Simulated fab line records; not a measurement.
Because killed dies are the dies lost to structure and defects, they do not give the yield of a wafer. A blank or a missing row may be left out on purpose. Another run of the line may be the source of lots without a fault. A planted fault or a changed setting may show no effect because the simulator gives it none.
Which tool is to blame? / flow sfq-line / 13 lots, 39 wafers sampled, at 1 step of a route of 325

== WHAT THE GAUGES READ, wafer by wafer ==
Not one reading of a measure or inspect step in the record can be checked against a usual standard deviation.

== EACH LOT AND THE TOOL THAT RAN IT (in order: tool; ch and the chambers of the sampled wafers; start) ==
lot=L866; SFQ_TRILAYER_I2_VIA_BARC_OPEN_VIA_ETCH_096=rie-diel-03 ch 1,2, day 31 12:17
lot=L868; SFQ_TRILAYER_I2_VIA_BARC_OPEN_VIA_ETCH_096=rie-diel-01 ch 0,2,3, day 32 06:17
lot=L869; SFQ_TRILAYER_I2_VIA_BARC_OPEN_VIA_ETCH_096=rie-diel-01 ch 0,2,3, day 38 11:57
lot=L870; SFQ_TRILAYER_I2_VIA_BARC_OPEN_VIA_ETCH_096=rie-diel-03 ch 1,2,3, day 38 15:33
lot=L872; SFQ_TRILAYER_I2_VIA_BARC_OPEN_VIA_ETCH_096=rie-diel-02 ch 0,1,2, day 39 15:05
lot=L874; SFQ_TRILAYER_I2_VIA_BARC_OPEN_VIA_ETCH_096=rie-diel-01 ch 0,3, day 40 07:53
lot=L880; SFQ_TRILAYER_I2_VIA_BARC_OPEN_VIA_ETCH_096=rie-diel-01 ch 0,1,3, day 42 18:37
lot=L882; SFQ_TRILAYER_I2_VIA_BARC_OPEN_VIA_ETCH_096=rie-diel-03 ch 0,1,2, day 44 11:25
lot=L884; SFQ_TRILAYER_I2_VIA_BARC_OPEN_VIA_ETCH_096=rie-diel-03 ch 1,3, day 46 03:01
lot=L885; SFQ_TRILAYER_I2_VIA_BARC_OPEN_VIA_ETCH_096=rie-diel-01 ch 0,2,3, day 46 07:49
lot=L886; SFQ_TRILAYER_I2_VIA_BARC_OPEN_VIA_ETCH_096=rie-diel-02 ch 0,2, day 46 11:25
lot=L887; SFQ_TRILAYER_I2_VIA_BARC_OPEN_VIA_ETCH_096=rie-diel-01 ch 0,2,3, day 46 13:49
lot=L888; SFQ_TRILAYER_I2_VIA_BARC_OPEN_VIA_ETCH_096=rie-diel-03 ch 0,2,3, day 46 15:01
- SFQ_TRILAYER_I2_VIA_BARC_OPEN_VIA_ETCH_096: etches BARC in O2, target depth 125 nm, time 41.7 s.

== AS READ BY THE TOOLS THEMSELVES (means over the sampled wafers that have a number; for cases with no such wafer, the mark the record gives instead) ==
SFQ_TRILAYER_I2_VIA_BARC_OPEN_VIA_ETCH_096. Usual: drypump-motor-current-A 5.8 A, standard deviation 0.43; oes-product-au 0.686 a.u., standard deviation 0.0047; rf-fwd-power-W 494.8 W, standard deviation 2.1; run-length-s 69.9 s, standard deviation 0.49.
lot=L866; tool=rie-diel-03; drypump-motor-current-A (A)=6.0; oes-product-au (a.u.)=0.686; rf-fwd-power-W (W)=494.7; run-length-s (s)=70.2; flag=
lot=L868; tool=rie-diel-01; drypump-motor-current-A (A)=6.0; oes-product-au (a.u.)=0.683; rf-fwd-power-W (W)=493.0; run-length-s (s)=69.5; flag=
lot=L869; tool=rie-diel-01; drypump-motor-current-A (A)=6.0; oes-product-au (a.u.)=0.690; rf-fwd-power-W (W)=497.1; run-length-s (s)=69.6; flag=
lot=L870; tool=rie-diel-03; drypump-motor-current-A (A)=5.9; oes-product-au (a.u.)=0.685; rf-fwd-power-W (W)=495.2; run-length-s (s)=69.7; flag=
lot=L872; tool=rie-diel-02; drypump-motor-current-A (A)=5.3; oes-product-au (a.u.)=0.687; rf-fwd-power-W (W)=493.7; run-length-s (s)=70.5; flag=
lot=L874; tool=rie-diel-01; drypump-motor-current-A (A)=6.0; oes-product-au (a.u.)=0.690; rf-fwd-power-W (W)=494.1; run-length-s (s)=69.9; flag=
lot=L880; tool=rie-diel-01; drypump-motor-current-A (A)=5.8; oes-product-au (a.u.)=0.676; rf-fwd-power-W (W)=495.1; run-length-s (s)=71.4; flag=OFF
lot=L882; tool=rie-diel-03; drypump-motor-current-A (A)=5.9; oes-product-au (a.u.)=0.684; rf-fwd-power-W (W)=496.0; run-length-s (s)=70.5; flag=
lot=L884; tool=rie-diel-03; drypump-motor-current-A (A)=5.7; oes-product-au (a.u.)=0.686; rf-fwd-power-W (W)=493.3; run-length-s (s)=69.6; flag=
lot=L885; tool=rie-diel-01; drypump-motor-current-A (A)=6.0; oes-product-au (a.u.)=0.685; rf-fwd-power-W (W)=495.2; run-length-s (s)=69.5; flag=
lot=L886; tool=rie-diel-02; drypump-motor-current-A (A)=5.2; oes-product-au (a.u.)=0.692; rf-fwd-power-W (W)=494.0; run-length-s (s)=70.4; flag=
lot=L887; tool=rie-diel-01; drypump-motor-current-A (A)=6.0; oes-product-au (a.u.)=0.690; rf-fwd-power-W (W)=494.5; run-length-s (s)=69.6; flag=
lot=L888; tool=rie-diel-03; drypump-motor-current-A (A)=5.5; oes-product-au (a.u.)=0.685; rf-fwd-power-W (W)=495.8; run-length-s (s)=69.8; flag=

== THE ANSWER, worked out from the rows above alone ==
Rule: lot off if the mean of its wafers having a number is beyond 3 standard deviations from the usual mean. Also off: a lot with no number at a reading for which 4 or more lots have one. Any other lot the step has rows for is counted as sound. First the gauges in route order, then the tools' own readings, where a lot's mean is used as printed above. The first step at which some lot is off is used, and at that step the reading that is off furthest; a lot without a number counts as furthest.
Off: L880, at SFQ_TRILAYER_I2_VIA_BARC_OPEN_VIA_ETCH_096 (run-length-s).
A tool fits if, at that step or a process step before it, it ran every lot that is off, and no sound lot after the first of them. Of those tried, none fits.

== WHAT THE SIMULATOR HAD INSERTED ==
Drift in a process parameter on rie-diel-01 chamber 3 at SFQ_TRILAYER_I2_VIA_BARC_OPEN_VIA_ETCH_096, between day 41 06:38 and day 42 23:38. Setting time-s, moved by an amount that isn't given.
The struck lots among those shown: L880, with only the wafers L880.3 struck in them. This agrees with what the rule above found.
